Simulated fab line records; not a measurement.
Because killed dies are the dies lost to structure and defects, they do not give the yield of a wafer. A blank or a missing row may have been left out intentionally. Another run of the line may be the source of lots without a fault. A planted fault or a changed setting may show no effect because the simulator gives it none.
fab line records -- flow gf180mcu
[record] lots = 14, wafers = 42, lastDay = 34
route steps=602 shown M2@373 M4@472 V4@497
lots untouched by any fault: they come from a run of this same line in which no faults occurred
startH: hours from the record's first day to the start of the lot's first wafer shown -- waitH: hours elapsed since this lot's preceding step -- " repeats the value in the row above -- L1.1+2: several wafers, shown together as one row -- - no value present, or no start provided -- * or withheld: withheld -- < > ~ a bound
route shown NAME@n: NAME is a module with steps in the file, n the number in the route of the first one -- usual: average and standard deviation across the fault-free wafers -- same: alike in all rows -- chamber/n: place in a boat -- sites: readings site by site -- _std_site: standard deviation of those values -- _edge_site: outer sites' mean less inner sites' -- radiusMm: for every site, how far away it sits from the centre of the wafer -- mask NAME#n: copy n -- behind: the most recent tool/chamber to have shaped the wafer -- hold: cause of the lot's hold/its duration in hours/its outcome -- device: whichever transistor did not switch (one of n, p or np) -- end of line: the tests these same wafers got at the end of their route -- where a step has no rows: the recipe by itself -- killed: at the first sort, the dies lost to defects and structure; wafer yield is something else -- map: a wafer's dies, x killed, . not, _ none there
set.NAME: the setting the step ran with; set.NAME@STEP: the setting that earlier step ran with -- model.NAME: the simulator's own value behind a step, which no gauge read
a sample of lots followed through the steps of the route, with each step as a table and each wafer as a row
services: when a tool's chamber went out of use (startH, in hours from the record's first day, below 0 if earlier), for how many hours, and the reason
[[steps]]
[step GF_M2_EXPOSE_11]
[recipe] maskId = Metal2, targetCdNm = 280, na = 0.68, sourceShape = conventional, sigmaOuter = 0.6, doseMj = 28
[usual] exposureDoseMJCm2 = 27.996/0.03, focusOffsetNm = 0.0/0.58, sigmaOuter = 0.6/0
lot.wafer,tool,chamber,startH,waitH,mask,exposureDoseMJCm2,focusOffsetNm,sigmaOuter
L597.2,krfScanner-02,0,424.04,-,Metal2#0,28.016,0.1,0.6
L597.3,krfScanner-02,0,424.04,-,Metal2#0,28.011,-0.1,0.6
L597.4,krfScanner-02,0,424.04,-,Metal2#0,28.018,0.0,0.6
L598.3,krfScanner-02,0,435.04,-,Metal2#0,28.020,-1.0,0.6
L598.5,krfScanner-02,0,435.04,-,Metal2#0,28.039,-0.9,0.6
L598.6,krfScanner-02,0,435.04,-,Metal2#0,28.035,-0.8,0.6
L601.2,krfScanner-01,0,457.97,-,Metal2#0,28.030,-0.1,0.6
L601.3,krfScanner-01,0,457.97,-,Metal2#0,28.029,0.6,0.6
L601.6,krfScanner-01,0,457.97,-,Metal2#0,28.005,0.2,0.6
L602.1,krfScanner-02,0,461.47,-,Metal2#0,27.947,0.8,0.6
L602.3,krfScanner-02,0,461.47,-,Metal2#0,28.016,0.1,0.6
L602.4,krfScanner-02,0,461.47,-,Metal2#0,27.992,-0.7,0.6
L603.1,krfScanner-01,0,475.17,-,Metal2#0,27.954,-0.2,0.6
L603.2,krfScanner-01,0,475.17,-,Metal2#0,28.020,1.7,0.6
L603.3,krfScanner-01,0,475.17,-,Metal2#0,27.984,-1.0,0.6
L604.1,krfScanner-02,0,482.36,-,Metal2#0,27.967,0.4,0.6
L604.3,krfScanner-02,0,482.36,-,Metal2#0,27.942,0.6,0.6
L604.4,krfScanner-02,0,482.36,-,Metal2#0,27.950,0.6,0.6
L605.2,krfScanner-01,0,491.70,-,Metal2#0,28.001,-0.2,0.6
L605.3,krfScanner-01,0,491.70,-,Metal2#0,28.025,0.2,0.6
L605.6,krfScanner-01,0,491.70,-,Metal2#0,27.990,-0.5,0.6
L606.1,krfScanner-02,0,507.44,-,Metal2#0,27.975,0.2,0.6
L606.3,krfScanner-02,0,507.44,-,Metal2#0,27.972,-0.1,0.6
L606.6,krfScanner-02,0,507.44,-,Metal2#0,27.971,-1.1,0.6
L607.2,krfScanner-01,0,514.40,-,Metal2#0,27.995,-0.7,0.6
L607.4,krfScanner-01,0,514.40,-,Metal2#0,27.978,-0.3,0.6
L607.5,krfScanner-01,0,514.40,-,Metal2#0,27.957,-0.8,0.6
L608.3,krfScanner-02,0,522.52,-,Metal2#0,27.958,0.4,0.6
L608.5,krfScanner-02,0,522.52,-,Metal2#0,27.950,-0.3,0.6
L608.6,krfScanner-02,0,522.52,-,Metal2#0,28.020,-0.1,0.6
L613.1,krfScanner-01,-,566.79,-,Metal2#0,-,-,-
L613.4,krfScanner-01,-,566.79,-,Metal2#0,-,-,-
L613.5,krfScanner-01,-,566.79,-,Metal2#0,-,-,-
L614.1,krfScanner-02,-,568.64,-,Metal2#0,-,-,-
L614.2,krfScanner-02,-,568.64,-,Metal2#0,-,-,-
L614.3,krfScanner-02,-,568.64,-,Metal2#0,-,-,-
L619.1,krfScanner-01,0,618.95,-,Metal2#0,27.961,1.4,0.6
L619.2,krfScanner-01,0,618.95,-,Metal2#0,28.016,1.1,0.6
L619.4,krfScanner-01,0,618.95,-,Metal2#0,27.993,0.9,0.6
L620.1,krfScanner-02,0,630.79,-,Metal2#0,27.977,0.3,0.6
L620.3,krfScanner-02,0,630.79,-,Metal2#0,27.987,0.0,0.6
L620.4,krfScanner-02,0,630.79,-,Metal2#0,27.987,0.6,0.6
[step GF_M4_METAL_ETCH_16]
[recipe] chemistry = Cl2/BCl3, maskMaterial = KrF, targetDepthNm = 750.8, stopOn = SiO2, pressureMtorr = 8, icpW = 800, biasW = 140, Cl2_flow_sccm = 80, bcl3FlowSccm = 40, timeS = 125.1
[usual] biasW = 139.9/0.44, drypumpMotorCurrentA = 6.0/0.45, mfcCl2Sccm = 80.03/0.25, oesProductAu = 0.990/0.0049, rfFwdPowerW = 796.9/2.6, throttleValvePct = 28.230/0.0091
lot.wafer,tool,chamber,startH,waitH,biasW,drypumpMotorCurrentA,mfcCl2Sccm,oesProductAu,rfFwdPowerW,rfHoursCounterH,throttleValvePct
L597.2,rieMetal-02,0,536.96,0.0,140.4,6.3,80.22,0.983,794.7,7,28.262
L597.3,rieMetal-02,0,536.96,0.0,140.2,6.3,80.31,0.993,798.7,-,28.222
L597.4,rieMetal-02,1,536.96,0.0,140.1,5.6,79.74,0.993,792.5,-,28.223
L598.3,rieMetal-04,0,547.64,0.1,139.4,6.7,80.00,0.985,797.6,-,28.240
L598.5,rieMetal-04,0,547.64,0.1,139.6,6.7,80.03,0.986,798.3,-,28.231
L598.6,rieMetal-04,0,547.64,0.1,139.9,6.7,80.28,0.988,796.0,-,28.228
L601.2,rieMetal-02,0,568.96,0.0,139.4,6.2,79.90,0.991,794.6,8,28.227
L601.3,rieMetal-02,1,568.96,0.0,140.5,5.6,79.75,0.984,796.6,-,28.240
L601.6,rieMetal-02,1,568.96,0.0,139.8,5.6,80.04,0.996,796.2,-,28.226
L602.1,rieMetal-03,1,570.75,0.0,140.2,6.0,79.78,0.999,798.7,2,28.227
L602.3,rieMetal-03,0,570.75,0.0,140.3,6.1,80.59,0.994,799.6,-,28.228
L602.4,rieMetal-03,1,570.75,0.0,139.6,6.0,79.95,0.985,794.4,-,28.224
L603.1,rieMetal-02,0,582.87,0.0,139.7,6.3,79.87,0.988,796.5,9,28.245
L603.2,rieMetal-02,1,582.87,0.0,139.4,5.6,79.40,0.992,798.2,11,28.222
L603.3,rieMetal-02,0,582.87,0.0,139.5,6.3,80.00,0.998,794.6,-,28.232
L604.1,rieMetal-04,0,590.27,0.0,140.2,6.7,80.46,0.985,801.7,10,28.237
L604.3,rieMetal-04,1,590.27,0.0,139.9,5.4,80.19,0.988,798.5,-,28.245
L604.4,rieMetal-04,0,590.27,0.0,139.7,6.7,80.59,0.986,797.8,-,28.246
L605.2,rieMetal-04,0,599.05,0.0,141.1,6.7,79.99,0.983,798.3,10,28.238
L605.3,rieMetal-04,0,599.05,0.0,140.8,6.7,80.07,0.985,797.6,-,28.225
L605.6,rieMetal-04,1,599.05,0.0,140.4,5.4,79.62,0.987,799.4,-,28.225
L606.1,rieMetal-03,0,613.17,0.0,139.6,6.1,80.40,0.993,795.4,0,28.236
L606.3,rieMetal-03,1,613.17,0.0,139.5,5.9,80.29,0.992,801.1,-,28.237
L606.6,rieMetal-03,0,613.17,0.0,139.8,6.1,79.74,0.991,795.6,-,28.216
L607.2,rieMetal-02,1,619.46,0.0,140.1,5.6,79.55,0.992,796.7,12,28.239
L607.4,rieMetal-02,1,619.46,0.0,140.0,5.6,79.88,0.985,796.8,-,28.224
L607.5,rieMetal-02,0,619.46,0.0,140.1,6.3,80.23,0.984,796.6,-,28.243
L608.3,rieMetal-03,0,626.32,0.1,139.7,6.1,80.29,0.989,793.7,-,28.217
L608.5,rieMetal-03,1,626.32,0.1,139.7,6.0,79.72,0.987,800.3,-,28.235
L608.6,rieMetal-03,0,626.32,0.1,139.2,6.1,80.22,0.996,794.5,-,28.219
L619.1,rieMetal-02,1,710.70,0.0,140.0,5.6,80.01,0.986,796.5,0,28.241
L619.2,rieMetal-02,0,710.70,0.0,140.6,6.3,80.33,0.979,796.7,14,28.260
L619.4,rieMetal-02,1,710.70,0.0,139.0,5.6,80.08,0.986,792.8,-,28.249
L620.1,rieMetal-02,1,722.22,0.0,140.4,5.6,79.88,0.993,796.8,1,28.225
L620.3,rieMetal-02,0,722.22,0.0,140.1,6.2,79.97,0.987,795.2,-,28.240
L620.4,rieMetal-02,1,722.22,0.0,140.3,5.6,80.10,0.990,798.8,-,28.224
[step GF_V4_SPUTTER_21]
[recipe] material = Ti, targetThkNm = 15, chamberPressurePa = 5, powerW = 2500, substrateTempC = 200, timeS = 80.02
[usual] cathodeDcPowerW = 2500.0/0.49, throttleValvePct = 29.8/1.1
lot.wafer,tool,chamber,startH,waitH,cathodeDcPowerW,throttleValvePct
L597.2,pvdSputter-04,-,561.30,0.0,2500.7,29.8
L597.3,pvdSputter-04,-,561.30,0.0,2499.9,28.7
L597.4,pvdSputter-04,-,561.30,0.0,2500.6,29.8
L598.3,pvdSputter-03,-,571.53,0.0,2500.7,31.7
L598.5,pvdSputter-03,-,571.53,0.0,2500.3,31.0
L598.6,pvdSputter-03,-,571.53,0.0,2500.6,29.5
L601.2,pvdSputter-03,-,592.12,0.0,2500.0,31.5
L601.3,pvdSputter-03,-,592.12,0.0,2500.0,29.6
L601.6,pvdSputter-03,-,592.12,0.0,2499.1,31.3
L602.1,pvdSputter-03,-,593.53,0.0,2499.5,31.4
L602.3,pvdSputter-03,-,593.53,0.0,2500.0,31.6
L602.4,pvdSputter-03,-,593.53,0.0,2499.5,28.3
L603.1,pvdSputter-01,-,605.80,0.0,2499.6,29.4
L603.2,pvdSputter-01,-,605.80,0.0,2500.1,29.6
L603.3,pvdSputter-01,-,605.80,0.0,2500.6,29.1
L604.1,pvdSputter-03,-,613.41,0.0,2500.4,31.6
L604.3,pvdSputter-03,-,613.41,0.0,2499.5,29.9
L604.4,pvdSputter-03,-,613.41,0.0,2500.1,31.4
L605.2,pvdSputter-03,-,622.60,0.0,2500.2,28.7
L605.3,pvdSputter-03,-,622.60,0.0,2499.7,31.4
L605.6,pvdSputter-03,-,622.60,0.0,2500.4,31.3
L606.1,pvdSputter-01,-,634.72,0.0,2499.8,30.7
L606.3,pvdSputter-01,-,634.72,0.0,2500.2,29.5
L606.6,pvdSputter-01,-,634.72,0.0,2498.9,30.8
L607.2,pvdSputter-03,-,642.03,0.0,2499.6,31.3
L607.4,pvdSputter-03,-,642.03,0.0,2500.3,28.7
L607.5,pvdSputter-03,-,642.03,0.0,2499.9,29.5
L608.3,pvdSputter-01,-,649.03,0.0,2499.7,31.0
L608.5,pvdSputter-01,-,649.03,0.0,2501.4,29.4
L608.6,pvdSputter-01,-,649.03,0.0,2499.3,29.5
L619.1,pvdSputter-04,-,730.77,0.0,2500.0,29.9
L619.2,pvdSputter-04,-,730.77,0.0,2499.6,28.6
L619.4,pvdSputter-04,-,730.77,0.0,2500.4,28.8
L620.1,pvdSputter-04,-,741.29,0.0,2500.1,28.6
L620.3,pvdSputter-04,-,741.29,0.0,2500.6,30.0
L620.4,pvdSputter-04,-,741.29,0.0,2500.3,29.5
[step GF_V4_CMP_26]
[recipe] stopOn = SiO2, downForcePsi = 3.5, platenRpm = 60, tOverpolishS = 15, targetThkNm = 0, padVelocityMS = 0.94248
[usual] motorCurrentA = 11.3/0.95, overpolishRunS = 14.999/0.0093, timeToEndpointS = 85.8/2.9
lot.wafer,tool,chamber,startH,waitH,motorCurrentA,overpolishRunS,timeToEndpointS
L597.2,cmp-02,1,561.74,0.1,9.8,14.992,85.0
L597.3,cmp-02,2,561.74,0.1,11.2,15.003,86.8
L597.4,cmp-02,3,561.74,0.1,12.4,15.002,83.5
L598.3,cmp-01,2,571.98,0.1,12.9,14.997,84.9
L598.6,cmp-01,1,571.98,0.1,11.1,14.996,83.8
L598.5,cmp-01,2,571.98,0.1,11.7,15.000,85.6
L601.2,cmp-01,1,592.62,0.1,11.7,15.008,86.4
L601.3,cmp-01,2,592.62,0.1,12.4,15.012,85.3
L601.6,cmp-01,3,592.62,0.1,10.4,15.000,88.3
L602.3,cmp-01,0,593.92,0.0,11.0,14.997,86.3
L602.1,cmp-01,1,593.92,0.0,12.3,15.006,83.2
L602.4,cmp-01,3,593.92,0.0,10.8,15.013,84.8
L603.3,cmp-01,1,606.19,0.0,11.6,15.004,86.9
L603.1,cmp-01,2,606.19,0.0,12.4,14.987,85.0
L603.2,cmp-01,3,606.19,0.0,10.7,14.995,86.4
L604.1,cmp-02,3,613.81,0.1,12.6,15.005,85.5
L604.4,cmp-02,0,613.81,0.1,10.4,15.009,86.7
L604.3,cmp-02,1,613.81,0.1,9.6,14.998,85.3
L605.2,cmp-01,0,622.99,0.0,10.8,15.006,91.3
L605.3,cmp-01,3,622.99,0.0,10.7,14.999,87.9
L605.6,cmp-01,1,622.99,0.0,12.1,15.012,86.5
L606.3,cmp-01,0,635.11,0.0,10.3,14.999,84.9
L606.1,cmp-01,3,635.11,0.0,11.2,15.005,81.4
L606.6,cmp-01,0,635.11,0.0,10.6,15.008,88.1
L607.4,cmp-02,2,642.54,0.1,11.1,15.001,88.4
L607.2,cmp-02,3,642.54,0.1,12.6,15.009,86.6
L607.5,cmp-02,0,642.54,0.1,11.0,14.998,88.5
L608.3,cmp-01,0,649.63,0.2,10.6,14.996,86.2
L608.6,cmp-01,1,649.63,0.2,11.7,15.003,85.7
L608.5,cmp-01,2,649.63,0.2,12.3,14.978,88.5
L619.4,cmp-02,2,731.27,0.0,11.1,15.000,87.0
L619.2,cmp-02,3,731.27,0.0,12.5,15.001,90.2
L619.1,cmp-02,0,731.27,0.0,10.9,14.984,90.9
L620.3,cmp-01,1,741.68,0.0,11.8,15.000,87.5
L620.1,cmp-01,2,741.68,0.0,12.0,15.000,87.8
L620.4,cmp-01,3,741.68,0.0,10.9,15.005,86.6
[[services]]
tool,chamber,startH,hours,kind
krfScanner-01,-,401.17,0.1,repair
krfScanner-01,-,432.23,2.4,repair
rieMetal-02,-,441.84,1.4,pm
krfScanner-02,-,443.53,1.0,pm
krfScanner-02,-,448.72,0.3,repair
krfScanner-01,-,452.25,1.0,pm
cmp-01,-,454.58,5.0,pm
krfScanner-01,-,461.59,0.8,pm
cmp-01,-,463.01,1.2,repair
krfScanner-02,-,472.01,1.3,pm
krfScanner-01,-,480.35,5.0,repair
cmp-01,-,485.88,2.4,repair
krfScanner-02,-,550.03,0.8,pm
cmp-01,-,550.93,0.3,repair
krfScanner-02,-,554.25,0.4,repair
cmp-01,-,572.23,4.0,pm
krfScanner-02,-,586.41,4.0,pm
cmp-01,-,597.24,4.9,repair
krfScanner-02,-,612.53,1.0,pm
krfScanner-02,-,647.86,1.3,pm
krfScanner-02,-,683.74,0.8,pm
krfScanner-02,-,707.76,3.6,pm
krfScanner-02,-,718.83,0.8,pm
krfScanner-02,-,725.47,4.4,pm
[[key]]
[firstSign] step = GF_M2_EXPOSE_11, reading = toolRecord, direction = missing
effect none on later readings
metAt GF_M2_EXPOSE_11
struckLots L613,L614
laterRowsLeftOut L613.1,L613.4,L613.5,L614.1,L614.2,L614.3
sortLeftOut L613.1,L613.4,L613.5,L614.1,L614.2,L614.3
notActingAt GF_M4_METAL_ETCH_16,GF_V4_SPUTTER_21,GF_V4_CMP_26
onsetBetween 522.52 566.79
[fault] kind = skippedStepWhole, tool = krfScanner-01,krfScanner-02, chamber = -, onsetH = 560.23, steps = GF_M2_EXPOSE_11, scope = struckLotsOnly
// sortLeftOut: the simulated sort isn't trusted on such a fault, so these wafers' sort isn't shown, and their yield isn't known
// laterRowsLeftOut: the simulator's readings of these wafers behind a module that went badly wrong aren't trusted and aren't shown, but for the sort
